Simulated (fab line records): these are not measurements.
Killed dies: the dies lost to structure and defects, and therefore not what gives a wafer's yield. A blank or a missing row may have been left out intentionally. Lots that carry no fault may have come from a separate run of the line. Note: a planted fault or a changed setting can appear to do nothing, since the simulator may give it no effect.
fab line records	flow sfq-line
record lots=6	wafers=18	last-day=88
route steps=325 shown I3@147 M4@148
lots that met no fault: from a run of the same line without faults
start-h: start of the lot's first displayed wafer, in hours after the record's first day	wait-h: how many hours have passed since the lot's step before this one	" identical to the entry in the row above	L1.1+2: a single row standing in for several wafers	- either no value or no given start	* or withheld: withheld	< > ~ a bound
route shown NAME@n: NAME is a module with steps in the file, n the number in the route of the first one	usual: mean and standard deviation over wafers with no fault	same: alike in all rows	chamber/n: place in a boat	sites: readings site by site	_std_site: the values' standard deviation	_edge_site: inner sites' mean taken away from outer sites' mean	radius-mm: for every site, how far away it sits from the centre of the wafer	mask NAME#n: copy n	behind: the last tool/chamber to shape the wafer	hold: what put the lot on hold/how long, in hours/how the hold closed	device: which transistor (n, p or np) failed to switch	end of line: tests run on the same wafers once the route is complete	step lacking rows: just its recipe	killed: not the wafer's yield, but the dies lost to structure and defects at the first sort	map: the dies of a wafer, with x for killed, . for not killed, _ for no die there
set.NAME: the setting as run; set.NAME@STEP: as run at that earlier step	model.NAME: the simulator's own value behind a step, which no gauge read
a table for each step, a row for each wafer; lots at some steps of the route
services: the hour from which a tool's chamber was out of use, counted from the record's first day as start-h (under 0 if before that day), plus the number of hours and why
## steps
# step SFQ_TRILAYER_I3_VIA_STRIP_SOLV_CLEAN_090
# recipe chemistry=NMP	temp-c=70	time-s=600
# step SFQ_TRILAYER_M4_DEP_PRE_CLEAN_092
# recipe gas=Ar	time-s=22.5	bias-v=250
# step SFQ_TRILAYER_M4_DEP_SPUTTER_091
# recipe material=Nb	base-pressure-pa=1.33e-06	chamber-pressure-pa=0.1333	substrate-temp-c=20	resputter-cathode-voltage-v=400	target-thk-nm=200	power-w=2000	time-s=133.3
# usual resputter-cathode-voltage-v=400/4.3	throttle-valve-pct=29.9/0.98
lot.wafer	tool	chamber	start-h	wait-h	resputter-cathode-voltage-v	throttle-valve-pct
L202.3	pvd-sputter-06	-	1192.10	0.0	403	30.9
L202.4	"	-	"	"	397	30.5
L202.5	"	-	"	"	401	30.8
L203.2	pvd-sputter-06	-	1196.90	0.0	395	30.4
L203.4	"	-	"	"	406	31.0
L203.6	"	-	"	"	405	30.6
L213.1	pvd-sputter-05	-	1349.82	0.0	408	30.5
L213.4	"	-	"	"	404	29.2
L213.5	"	-	"	"	405	30.3
L216.1	pvd-sputter-04	-	1400.22	0.0	409	27.4
L216.4	"	-	"	"	400	30.9
L216.5	"	-	"	"	402	29.8
L217.3	pvd-sputter-06	-	1402.63	0.0	399	31.2
L217.5	"	-	"	"	398	30.4
L217.6	"	-	"	"	405	31.4
L218.3	pvd-sputter-04	-	1409.22	0.0	394	29.5
L218.4	"	-	"	"	394	30.8
L218.6	"	-	"	"	399	31.2
# step SFQ_M4_RS_MEAS_924
# recipe thk-meas-gauge=four-point-probe	reads=Nb_of_TRILAYER_M4_DEP_SPUTTER_091
# usual M4_NB_RS=0.893/0.0084
lot.wafer	tool	chamber	start-h	wait-h	M4_NB_RS[ohm/sq]
L202.3	film-metro-01	-	1192.23	0.1	0.894
L202.4	"	-	"	"	0.893
L202.5	"	-	"	"	0.888
L203.2	film-metro-01	-	1197.01	0.1	0.902
L203.4	"	-	"	"	0.912
L203.6	"	-	"	"	0.897
L213.1	film-metro-04	-	1349.91	0.0	0.885
L213.4	"	-	"	"	0.889
L213.5	"	-	"	"	0.892
L216.1	film-metro-03	-	1400.31	0.0	0.906
L216.4	"	-	"	"	0.908
L216.5	"	-	"	"	0.907
L217.3	film-metro-03	-	1402.77	0.1	0.887
L217.5	"	-	"	"	0.880
L217.6	"	-	"	"	0.883
L218.3	film-metro-04	-	1409.35	0.1	0.905
L218.4	"	-	"	"	0.896
L218.6	"	-	"	"	0.899
# step SFQ_TRILAYER_M4_LITHO_COAT_098
# recipe resist=BARC	spin-rpm=3000	resist-thk-nm=62
# step SFQ_TRILAYER_M4_LITHO_COAT_093
# recipe resist=KrF	spin-rpm=3000	resist-thk-nm=600
# step SFQ_TRILAYER_M4_LITHO_SOFTBAKE_097
# recipe temp-c=withheld	time-s=withheld	resist=KrF
# step SFQ_TRILAYER_M4_LITHO_EXPOSE_094
# recipe mask-id=M4	na=0.6	source-shape=conventional	sigma-outer=0.65	target-cd-nm=500	dose-mj=14.4
# step SFQ_TRILAYER_M4_LITHO_PEB_096
# recipe peb-temp-c=115	peb-time-s=60	resist=KrF
# step SFQ_TRILAYER_M4_LITHO_DEVELOP_095
# recipe time-s=60	resist=KrF
# step SFQ_M4_OVL_MEAS_926
# usual M4_OVL=-3/5.3
lot.wafer	tool	chamber	start-h	wait-h	M4_OVL[nm]
L202.3	overlay-01	-	1265.78	0.1	9
L202.4	"	-	"	"	-4
L202.5	"	-	"	"	4
L203.2	overlay-01	-	1268.18	0.1	0
L203.4	"	-	"	"	-2
L203.6	"	-	"	"	-5
L213.1	overlay-02	-	1352.34	0.1	-7
L213.4	"	-	"	"	-10
L213.5	"	-	"	"	-7
L216.1	overlay-02	-	1404.99	0.1	4
L216.4	"	-	"	"	7
L216.5	"	-	"	"	6
L217.3	overlay-02	-	1408.60	0.1	1
L217.5	"	-	"	"	-7
L217.6	"	-	"	"	0
L218.3	overlay-01	-	1519.13	0.1	2
L218.4	"	-	"	"	-3
L218.6	"	-	"	"	-5
# step SFQ_TRILAYER_M4_BARC_OPEN_METAL_ETCH_123
# recipe mask-material=PR	chemistry=O2	target-depth-nm=125	target=BARC	icp-w=600	bias-w=80	pressure-mtorr=10	time-s=41.7
# usual drypump-motor-current-A=5.67/0.17	oes-product-au=0.685/0.0047	run-length-s=70.0/0.38
lot.wafer	tool	chamber	start-h	wait-h	drypump-motor-current-A	oes-product-au	rf-hours-counter-h	run-length-s	model.KrF_of_TRILAYER_M4_LITHO_COAT_093.thk-nm
L202.3	rie-metal-04	0	1265.83	0.0	5.78	0.656	-	74.9	518.5
L202.4	"	1	"	"	5.92	0.688	-	69.9	525.2
L202.5	"	0	"	"	5.81	0.687	-	70.1	524.3
L203.2	rie-metal-04	0	1268.21	0.0	5.79	0.648	62	75.3	514.2
L203.4	"	1	"	"	5.94	0.678	-	69.6	521.9
L203.6	"	0	"	"	5.81	0.682	-	70.0	523.4
L213.1	rie-metal-01	0	1352.38	0.0	5.58	0.689	128	70.6	520.1
L213.4	"	0	"	"	5.59	0.681	-	70.5	520.5
L213.5	"	0	"	"	5.58	0.688	-	70.6	519
L216.1	rie-metal-02	1	1405.03	0.0	5.41	0.690	15	70.0	523.2
L216.4	"	1	"	"	5.38	0.684	-	69.8	522.4
L216.5	"	1	"	"	5.41	0.683	-	70.1	523.3
L217.3	rie-metal-04	0	1408.65	0.0	5.80	0.676	-	69.4	524.6
L217.5	"	0	"	"	5.78	0.688	-	69.7	525.8
L217.6	"	1	"	"	5.92	0.692	-	69.8	526.2
L218.3	rie-metal-01	1	1519.17	0.0	5.62	0.674	-	70.0	521.9
L218.4	"	0	"	"	5.59	0.680	-	70.3	523
L218.6	"	0	"	"	5.57	0.680	-	70.2	522.5
# step SFQ_TRILAYER_M4_ETCH_METAL_ETCH_096
# recipe target=Nb	stop-on=SiO2	mask-material=PR	chemistry=Cl2/Ar	target-depth-nm=240	icp-w=600	bias-w=80	pressure-mtorr=10	time-s=120
# usual drypump-motor-current-A=5.67/0.17	oes-product-au=0.892/0.007	run-length-s=148.5/0.73
lot.wafer	tool	chamber	start-h	wait-h	drypump-motor-current-A	oes-product-au	rf-hours-counter-h	run-length-s	model.KrF_of_TRILAYER_M4_LITHO_COAT_093.thk-nm
L202.3	rie-metal-04	0	1265.91	0.1	5.80	0.895	-	147.7	378.4
L202.4	"	1	"	"	5.93	0.895	-	148.0	384.6
L202.5	"	0	"	"	5.80	0.889	-	147.7	382.8
L203.2	rie-metal-04	0	1268.26	0.0	5.77	0.886	62	147.7	373.3
L203.4	"	1	"	"	5.92	0.874	-	148.1	382.1
L203.6	"	0	"	"	5.79	0.892	-	148.0	384.1
L213.1	rie-metal-01	0	1352.43	0.0	5.60	0.894	128	148.8	379.2
L213.4	"	0	"	"	5.58	0.882	-	148.6	380.5
L213.5	"	0	"	"	5.59	0.890	-	148.9	377.8
L216.1	rie-metal-02	1	1405.15	0.1	5.39	0.889	15	151.3	380.9
L216.4	"	1	"	"	5.41	0.878	-	151.3	380.7
L216.5	"	1	"	"	5.39	0.879	-	151.4	380.5
L217.3	rie-metal-04	0	1408.73	0.1	5.79	0.893	-	147.8	383.2
L217.5	"	0	"	"	5.81	0.896	-	147.8	384.9
L217.6	"	1	"	"	5.94	0.896	-	147.8	384.1
L218.3	rie-metal-01	1	1519.25	0.1	5.62	0.890	-	148.4	381.9
L218.4	"	0	"	"	5.58	0.893	-	148.7	384.9
L218.6	"	0	"	"	5.60	0.881	-	148.5	383.5
# step SFQ_TRILAYER_M4_STRIP_STRIP_097
# recipe gas=O2	power-w=200	platen-temp-c=40	overash-fraction=0.65	chemistry=O2	pressure-mtorr=50
# usual drypump-motor-current-A=5.67/0.17	oes-product-au=1.001/0.007	platen-temp-c=39.98/0.11
lot.wafer	tool	chamber	start-h	wait-h	drypump-motor-current-A	oes-product-au	platen-temp-c	rf-hours-counter-h
L202.3	rie-metal-04	0	1266.19	0.2	5.78	0.992	39.87	-
L202.4	"	1	"	"	5.94	1.001	39.76	-
L202.5	"	0	"	"	5.77	0.994	39.95	-
L203.2	rie-metal-04	0	1268.39	0.1	5.78	0.991	39.79	62
L203.4	"	1	"	"	5.94	0.999	40.01	-
L203.6	"	0	"	"	5.77	0.997	39.93	-
L213.1	rie-metal-01	0	1352.56	0.1	5.59	1.005	39.99	128
L213.4	"	0	"	"	5.59	1.014	40.15	-
L213.5	"	0	"	"	5.60	1.015	40.00	-
L216.1	rie-metal-02	1	1405.48	0.3	5.39	0.996	39.94	15
L216.4	"	1	"	"	5.40	1.003	40.01	-
L216.5	"	1	"	"	5.38	1.008	40.03	-
L217.3	rie-metal-04	0	1409.01	0.2	5.78	0.991	40.09	-
L217.5	"	0	"	"	5.77	0.990	39.94	-
L217.6	"	1	"	"	5.91	0.997	39.88	-
L218.3	rie-metal-01	1	1519.54	0.2	5.62	1.003	39.94	-
L218.4	"	0	"	"	5.59	1.000	39.90	-
L218.6	"	0	"	"	5.60	0.993	39.78	-
## services
tool	chamber	start-h	hours	kind
rie-metal-01	0	1168.97	6.5	repair
pvd-sputter-05	-	1214.02	5.2	repair
pvd-sputter-06	-	1228.81	0.6	repair
rie-metal-02	-	1235.24	1.6	repair
rie-metal-01	1	1244.02	14.1	repair
rie-metal-04	1	1246.41	6.7	repair
rie-metal-02	-	1249.84	0.1	repair
pvd-sputter-05	-	1257.96	4.9	repair
rie-metal-02	1	1286.07	-	clean
rie-metal-02	1	1286.07	-	consumable-replace:focus-ring
pvd-sputter-06	-	1287.46	3.6	repair
pvd-sputter-05	-	1298.58	2.7	repair
rie-metal-01	-	1348.45	2.8	pm
pvd-sputter-05	-	1351.88	25.4	repair
rie-metal-04	-	1391.62	0.8	repair
rie-metal-01	-	1396.64	14.6	pm
rie-metal-02	0	1404.21	4.0	repair
rie-metal-02	-	1415.92	28.1	pm
rie-metal-01	0	1450.96	-	clean
rie-metal-01	0	1450.96	-	consumable-replace:focus-ring
rie-metal-01	0	1450.96	16.9	scheduled-down
rie-metal-01	0	1450.96	16.9	vent-cycle
pvd-sputter-05	-	1458.54	10.3	repair
pvd-sputter-04	-	1491.76	8.8	repair
## key
first-sign step=SFQ_TRILAYER_M4_BARC_OPEN_METAL_ETCH_123	reading=run-length-s	direction=up	sigmas=13	usual=*	struck=*
effect step=SFQ_TRILAYER_M4_BARC_OPEN_METAL_ETCH_123	reading=oes-product-au	direction=down	sigmas=6.9	usual=0.685	struck=0.652
model-effect step=SFQ_TRILAYER_M4_BARC_OPEN_METAL_ETCH_123	value=KrF_of_TRILAYER_M4_LITHO_COAT_093.thk-nm	without=523	struck=516.3
model-effect step=SFQ_TRILAYER_M4_ETCH_METAL_ETCH_096	value=KrF_of_TRILAYER_M4_LITHO_COAT_093.thk-nm	without=382.5	struck=375.8
met-at SFQ_TRILAYER_M4_BARC_OPEN_METAL_ETCH_123
struck-wafers L202.3,L203.2
fault kind=process-parameter-drift	tool=rie-metal-04	chamber=-	onset-h=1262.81	steps=SFQ_TRILAYER_M4_BARC_OPEN_METAL_ETCH_123	channel=time-s	offset=*	shape=step	end-h=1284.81	scope=struck-wafers-only	acts-in=*	stated=*
